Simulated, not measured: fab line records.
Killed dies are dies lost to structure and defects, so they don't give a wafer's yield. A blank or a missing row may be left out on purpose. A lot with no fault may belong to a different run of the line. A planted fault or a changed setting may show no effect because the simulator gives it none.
2 desks, one fault / flow gf180mcu / numbers are kept per desk, each desk with only its own; the story behind them comes last

AT THE TOOL OWNER'S DESK: pvd-sputter-04
The tool's own readings at GF_MIM_SPUTTER_09 (material TiN, target thk 35 nm, time 29.2 s): means of the sampled wafers that have a number, for each lot that ran on this tool. Marked OUT: a lot whose mean sits more than 4 standard deviations from the usual mean, which makes it out of limits; the brackets give that distance.
Columns: A = throttle-valve-pct at GF_MIM_SPUTTER_09, usual 29.8 %
lot=L964; first seen here=day 26 19:52; A=30.3
lot=L966; first seen here=day 27 07:19; A=30.8
Finding of this desk: none of the 2 lots has anything out of limits.

THE METROLOGY DESK
What the gauges read for every lot (on any tool): the sampled wafers with a number, averaged. Marked OUT: a lot whose mean sits more than 4 standard deviations from the usual mean, which makes it out of limits; the brackets give that distance. 7 of its 8 readings are shown, namely those furthest out on some lot.
Columns: A = V4_W_RS at GF_V4_RS_MEAS_24, usual 0.328 ohm/sq; B = V4_W_THK at GF_V4_THK_MEAS_25, usual 341 nm; C = MIM_ALCU_RS at GF_MIM_RS_MEAS_10, usual 0.1596 ohm/sq; D = MIM_ALCU_THK at GF_MIM_THK_MEAS_11, usual 203.7 nm; E = cd-nm at GF_M5_CD_MEAS_07, usual 279.8 nm; F = M5_OVL at GF_M5_OVL_MEAS_08, usual -3 nm; G = V5_CVD_00_THK at GF_V5_THK_MEAS_01, usual 299 nm
lot=L962; first seen here=day 26 06:05; A=0.323; B=346; C=0.1597; D=203.1; E=280.9; F=-2; G=293
lot=L964; first seen here=day 26 18:49; A=0.335; B=337; C=0.1576; D=206.1; E=279.7; F=1; G=299
lot=L966; first seen here=day 27 06:28; A=0.329; B=340; C=0.1606; D=207.0; E=279.0; F=-13; G=300
lot=L973; first seen here=day 29 14:25; A=0.326; B=342; C=0.1596; D=201.3; E=280.0; F=-2; G=303
lot=L974; first seen here=day 29 21:13; A=0.326; B=345; C=0.1612; D=203.5; E=280.7; F=-0; G=297
Finding of this desk: none of the 5 lots has anything out of limits.

TAKEN TOGETHER
The desk of the tool owner found nothing out of limits.
The metrology desk saw nothing out of limits.

WHAT THE SIMULATOR PUT IN
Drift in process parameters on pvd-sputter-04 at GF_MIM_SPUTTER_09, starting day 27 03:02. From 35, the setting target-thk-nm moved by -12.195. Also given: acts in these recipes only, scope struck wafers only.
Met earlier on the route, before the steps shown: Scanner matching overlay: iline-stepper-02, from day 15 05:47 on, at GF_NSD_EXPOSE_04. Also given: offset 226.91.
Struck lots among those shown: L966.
